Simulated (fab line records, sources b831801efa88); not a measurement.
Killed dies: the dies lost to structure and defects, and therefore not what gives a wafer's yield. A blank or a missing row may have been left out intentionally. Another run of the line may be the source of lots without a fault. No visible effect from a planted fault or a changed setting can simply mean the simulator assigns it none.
fab line records	flow sfq-line
record lots=7	wafers=21	last-day=89
route steps=325 shown I5@231 C5@240
lots with no fault: from the same line, run without faults
start-h: the number of hours between the record's first day and the start of the first shown wafer of the lot	wait-h: time in hours since the lot's previous step	" the same as in the row above	L1.1+2: several wafers, shown together as one row	- no value present, or no start provided	* or withheld: withheld	< > ~ a bound
route shown NAME@n: NAME is a module with steps in the file, n the number in the route of the first one	usual: the fault-free wafers' mean and standard deviation	same: alike in all rows	chamber/n: place in a boat	sites: each site's reading	_std_site: standard deviation across them	_edge_site: mean of outer sites minus mean of inner sites	radius-mm: how far each site lies from the wafer's centre	mask NAME#n: copy n	behind: the tool/chamber that last shaped the wafer	hold: cause of the lot's hold/its duration in hours/its outcome	device: whichever transistor did not switch (one of n, p or np)	end of line: the route-end tests of the same wafers	a step given without rows: its recipe and nothing more	killed: dies lost to structure and defects at the first sort, not the wafer's yield	map: the dies of a wafer, with x for killed, . for not killed, _ for no die there
set.NAME: the setting as run; set.NAME@STEP: as run at that earlier step	model.NAME: the simulator's own value behind a step, which no gauge read
certain route steps with their lots: each step a table, each wafer a row
services: the hour from which a tool's chamber was out of use, counted from the record's first day as start-h (under 0 if before that day), plus the number of hours and why
## steps
# step SFQ_TRILAYER_I5_LITHO_SOFTBAKE_148
# recipe temp-c=withheld	time-s=withheld	resist=KrF
# step SFQ_TRILAYER_I5_LITHO_EXPOSE_145
# recipe mask-id=I5	na=0.6	source-shape=conventional	sigma-outer=0.65	target-cd-nm=700	dose-mj=21.3
# step SFQ_TRILAYER_I5_LITHO_PEB_147
# recipe peb-temp-c=115	peb-time-s=59.16	resist=KrF
# step SFQ_TRILAYER_I5_LITHO_DEVELOP_146
# recipe time-s=60	resist=KrF
# step SFQ_I5_OVL_MEAS_936
# usual I5_OVL=-1/5.2
lot.wafer	tool	chamber	start-h	wait-h	I5_OVL[nm]
L746.3	overlay-02	-	1624.76	0.1	10
L746.5	"	-	"	"	-1
L746.6	"	-	"	"	8
L749.1	overlay-01	-	1650.99	0.1	-7
L749.5	"	-	"	"	-5
L749.6	"	-	"	"	-9
L751.1	overlay-02	-	1699.99	0.1	-8
L751.3	"	-	"	"	-4
L751.6	"	-	"	"	-9
L752.1	overlay-02	-	1701.19	0.1	1
L752.2	"	-	"	"	-1
L752.5	"	-	"	"	1
L754.3	overlay-01	-	1762.66	0.1	-1
L754.4	"	-	"	"	0
L754.6	"	-	"	"	-4
L759.3	overlay-02	-	1907.12	0.1	-5
L759.4	"	-	"	"	-4
L759.6	"	-	"	"	-4
L762.1	overlay-02	-	1956.87	0.1	3
L762.3	"	-	"	"	0
L762.5	"	-	"	"	-1
# step SFQ_TRILAYER_I5_BARC_OPEN_VIA_ETCH_200
# recipe mask-material=PR	chemistry=O2	target-depth-nm=125	target=BARC	source-w=500	bias-w=80	pressure-mtorr=30	time-s=41.7
# usual drypump-motor-current-A=6.0/0.38	oes-product-au=0.685/0.0051
lot.wafer	tool	chamber	start-h	wait-h	drypump-motor-current-A	oes-product-au	rf-hours-counter-h
L746.3	rie-diel-02	0	1624.79	0.0	6.0	0.696	19
L746.5	"	3	"	"	6.3	0.687	-
L746.6	"	0	"	"	6.0	0.693	-
L749.1	rie-diel-03	2	1651.03	0.0	6.3	0.680	18
L749.5	"	0	"	"	5.8	0.679	-
L749.6	"	3	"	"	6.2	0.693	-
L751.1	rie-diel-01	3	1700.03	0.0	5.6	0.679	15
L751.3	"	0	"	"	5.6	0.677	16
L751.6	"	0	"	"	5.6	0.685	-
L752.1	rie-diel-03	2	1701.23	0.0	6.3	0.684	19
L752.2	"	1	"	"	6.2	0.689	2
L752.5	"	2	"	"	6.4	0.690	-
L754.3	rie-diel-02	1	1762.68	0.0	5.0	0.678	1
L754.4	"	1	"	"	5.0	0.692	-
L754.6	"	3	"	"	6.3	0.684	-
L759.3	rie-diel-01	2	1907.14	0.0	6.0	0.694	2
L759.4	"	1	"	"	6.3	0.681	-
L759.6	"	0	"	"	5.6	0.686	-
L762.1	rie-diel-03	2	1956.91	0.0	6.3	0.679	0
L762.3	"	0	"	"	5.7	0.682	7
L762.5	"	3	"	"	6.2	0.690	-
# step SFQ_TRILAYER_I5_ETCH_VIA_ETCH_147
# recipe stop-on=Nb	mask-material=PR	chemistry=CHF3	target-depth-nm=360	source-w=500	bias-w=80	pressure-mtorr=30	time-s=withheld
# usual drypump-motor-current-A=6.0/0.37	oes-product-au=0.987/0.007
lot.wafer	tool	chamber	start-h	wait-h	drypump-motor-current-A	oes-product-au
L746.3	rie-diel-02	0	1624.83	0.0	6.0	0.999
L746.5	"	3	"	"	6.3	0.984
L746.6	"	0	"	"	6.0	0.994
L749.1	rie-diel-03	2	1651.07	0.0	6.3	0.976
L749.5	"	0	"	"	5.8	0.981
L749.6	"	3	"	"	6.2	0.998
L751.1	rie-diel-01	3	1700.07	0.0	5.6	0.984
L751.3	"	0	"	"	5.7	0.990
L751.6	"	0	"	"	5.7	0.995
L752.1	rie-diel-03	2	1701.27	0.0	6.4	0.985
L752.2	"	1	"	"	6.2	0.999
L752.5	"	2	"	"	6.4	0.973
L754.3	rie-diel-02	1	1762.72	0.0	5.0	0.990
L754.4	"	1	"	"	5.0	0.993
L754.6	"	3	"	"	6.3	0.999
L759.3	rie-diel-01	2	1907.18	0.0	6.0	0.997
L759.4	"	1	"	"	6.3	0.999
L759.6	"	0	"	"	5.6	0.992
L762.1	rie-diel-03	2	1956.95	0.0	6.4	0.987
L762.3	"	0	"	"	5.7	0.982
L762.5	"	3	"	"	6.2	0.974
# step SFQ_TRILAYER_I5_STRIP_STRIP_148
# recipe gas=O2	power-w=200	platen-temp-c=40	overash-fraction=0.65	chemistry=O2	pressure-mtorr=50
# usual drypump-motor-current-A=6.03/0.19	oes-product-au=1.004/0.0069
# same overash-fraction=0.65
lot.wafer	tool	chamber	start-h	wait-h	drypump-motor-current-A	oes-product-au	rf-hours-counter-h
L746.3	rie-metal-03	0	1625.18	-	5.97	0.998	-
L746.5	"	0	"	"	5.97	1.001	-
L746.6	"	1	"	"	6.44	0.997	-
L749.1	rie-metal-03	1	1651.22	-	6.39	1.003	59
L749.5	"	1	"	"	6.39	1.009	-
L749.6	"	0	"	"	5.96	1.009	-
L751.1	rie-metal-04	0	1700.22	-	5.77	1.004	94
L751.3	"	0	"	"	5.79	1.005	-
L751.6	"	0	"	"	5.77	1.012	-
L752.1	rie-metal-01	0	1701.42	-	6.09	1.001	65
L752.2	"	0	"	"	6.10	0.996	-
L752.5	"	0	"	"	6.11	1.005	-
L754.3	rie-metal-01	0	1763.07	-	6.08	0.997	-
L754.4	"	1	"	"	5.98	1.006	-
L754.6	"	1	"	"	5.97	1.002	-
L759.3	rie-metal-01	1	1907.53	-	5.99	1.004	-
L759.4	"	0	"	"	6.10	0.995	-
L759.6	"	1	"	"	5.95	0.991	-
L762.1	rie-metal-03	0	1957.10	-	5.97	1.005	10
L762.3	"	1	"	"	6.39	0.995	-
L762.5	"	0	"	"	5.98	1.005	-
# step SFQ_TRILAYER_I5_STRIP_SOLV_CLEAN_149
# recipe chemistry=NMP	temp-c=70	time-s=600
# step SFQ_TRILAYER_C5_LITHO_COAT_156
# recipe resist=BARC	spin-rpm=3000	resist-thk-nm=62
# step SFQ_TRILAYER_C5_LITHO_COAT_151
# recipe resist=KrF	spin-rpm=3000	resist-thk-nm=650
# step SFQ_TRILAYER_C5_LITHO_SOFTBAKE_155
# recipe temp-c=withheld	time-s=withheld	resist=KrF
# step SFQ_TRILAYER_C5_LITHO_EXPOSE_152
# recipe mask-id=C5	na=0.6	source-shape=conventional	sigma-outer=0.65	target-cd-nm=500	dose-mj=21.3
lot.wafer	tool	chamber	start-h	wait-h	mask	model.C5.overlay-x-nm
L746.3+5+6	krf-scanner-01	0	1712.42	-	C5#0	-1.206
L749.1+5+6	krf-scanner-02	0	1733.74	-	C5#0	-3.248
L751.1+3+6	krf-scanner-01	0	1802.44	-	C5#0	50.07
L752.1+2+5	krf-scanner-01	0	1804.84	-	C5#0	44.14
L754.3+4+6	krf-scanner-01	0	1845.74	-	C5#0	40.73
L759.3+4+6	krf-scanner-02	0	1919.31	-	C5#0	-2.641
L762.1+3+5	krf-scanner-02	0	2029.44	-	C5#0	5.432
# step SFQ_TRILAYER_C5_LITHO_PEB_154
# recipe peb-temp-c=115	peb-time-s=60	resist=KrF
# step SFQ_TRILAYER_C5_LITHO_DEVELOP_153
# recipe time-s=60	resist=KrF
# step SFQ_C5_OVL_MEAS_937
# usual C5_OVL=2/4.4
lot.wafer	tool	chamber	start-h	wait-h	C5_OVL[nm]
L746.3	overlay-02	-	1713.53	0.1	2
L746.5	"	-	"	"	-1
L746.6	"	-	"	"	7
L749.1	overlay-01	-	1735.24	0.1	6
L749.5	"	-	"	"	4
L749.6	"	-	"	"	4
L751.1	overlay-02	-	1803.94	0.1	51
L751.3	"	-	"	"	43
L751.6	"	-	"	"	42
L752.1	overlay-02	-	1806.34	0.1	48
L752.2	"	-	"	"	45
L752.5	"	-	"	"	51
L754.3	overlay-02	-	1846.85	0.1	49
L754.4	"	-	"	"	42
L754.6	"	-	"	"	45
L759.3	overlay-02	-	1920.42	0.1	8
L759.4	"	-	"	"	2
L759.6	"	-	"	"	5
L762.1	overlay-02	-	2030.94	0.1	3
L762.3	"	-	"	"	2
L762.5	"	-	"	"	7
# step SFQ_TRILAYER_C5_BARC_OPEN_VIA_ETCH_210
# recipe mask-material=PR	chemistry=O2	target-depth-nm=125	target=BARC	source-w=500	bias-w=80	pressure-mtorr=30	time-s=41.7
# usual drypump-motor-current-A=6.0/0.42	oes-product-au=0.685/0.0041
lot.wafer	tool	chamber	start-h	wait-h	drypump-motor-current-A	oes-product-au	rf-hours-counter-h
L746.3	rie-diel-04	2	1713.55	0.0	5.6	0.686	3
L746.5	"	3	"	"	5.9	0.685	-
L746.6	"	2	"	"	5.6	0.685	-
L749.1	rie-diel-01	1	1735.28	0.0	6.3	0.688	15
L749.5	"	3	"	"	5.6	0.687	-
L749.6	"	2	"	"	6.1	0.687	-
L751.1	rie-diel-03	0	1803.98	0.0	5.8	0.680	7
L751.3	"	1	"	"	6.2	0.677	3
L751.6	"	1	"	"	6.2	0.680	-
L752.1	rie-diel-03	0	1806.38	0.0	5.7	0.692	7
L752.2	"	1	"	"	6.2	0.679	3
L752.5	"	3	"	"	6.3	0.692	-
L754.3	rie-diel-04	3	1846.88	0.0	5.9	0.684	19
L754.4	"	2	"	"	5.6	0.681	4
L754.6	"	1	"	"	6.6	0.689	-
L759.3	rie-diel-04	1	1920.44	0.0	6.7	0.684	13
L759.4	"	0	"	"	5.0	0.691	1
L759.6	"	0	"	"	5.0	0.685	-
L762.1	rie-diel-04	0	2030.98	0.0	5.1	0.684	2
L762.3	"	3	"	"	5.9	0.684	0
L762.5	"	1	"	"	6.7	0.682	-
## services
tool	chamber	start-h	hours	kind
krf-scanner-01	-	1614.52	1.3	pm
rie-diel-02	3	1639.41	3.1	repair
krf-scanner-01	-	1640.97	0.3	repair
rie-diel-04	-	1664.37	0.3	repair
rie-diel-04	0	1670.73	5.5	repair
rie-diel-02	0	1711.31	38.1	repair
krf-scanner-01	-	1716.82	3.6	pm
krf-scanner-01	-	1720.37	1.0	pm
rie-diel-03	-	1733.22	1.0	repair
rie-diel-03	2	1753.67	2.3	repair
rie-diel-02	2	1754.04	10.1	repair
rie-diel-01	3	1772.83	5.0	repair
rie-diel-01	-	1774.46	1.9	repair
rie-diel-02	2	1775.44	13.8	repair
rie-diel-04	1	1786.20	3.1	repair
krf-scanner-01	-	1791.54	1.3	pm
rie-diel-03	2	1855.38	5.8	repair
rie-diel-03	1	1857.96	11.0	repair
rie-diel-03	3	1901.39	1.2	repair
rie-diel-01	3	1905.49	8.4	repair
rie-diel-03	-	1917.70	2.8	pm
rie-diel-03	1	1929.09	2.8	repair
rie-diel-01	2	1963.88	2.4	repair
rie-diel-01	1	2014.34	5.9	repair
## key
first-sign step=SFQ_C5_OVL_MEAS_937	reading=C5_OVL	direction=up	sigmas=10	usual=2	struck=46
effect none on later readings
model-effect step=SFQ_TRILAYER_C5_LITHO_EXPOSE_152	value=C5.overlay-x-nm	without=2.709	struck=44.98
met-at SFQ_TRILAYER_C5_LITHO_EXPOSE_152
struck-wafers L751.1,L751.3,L751.6,L752.1,L752.2,L752.5,L754.3,L754.4,L754.6
fault kind=scanner-matching-overlay	tool=krf-scanner-01	chamber=-	onset-h=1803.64	steps=SFQ_TRILAYER_C5_LITHO_EXPOSE_152	offset=42.269
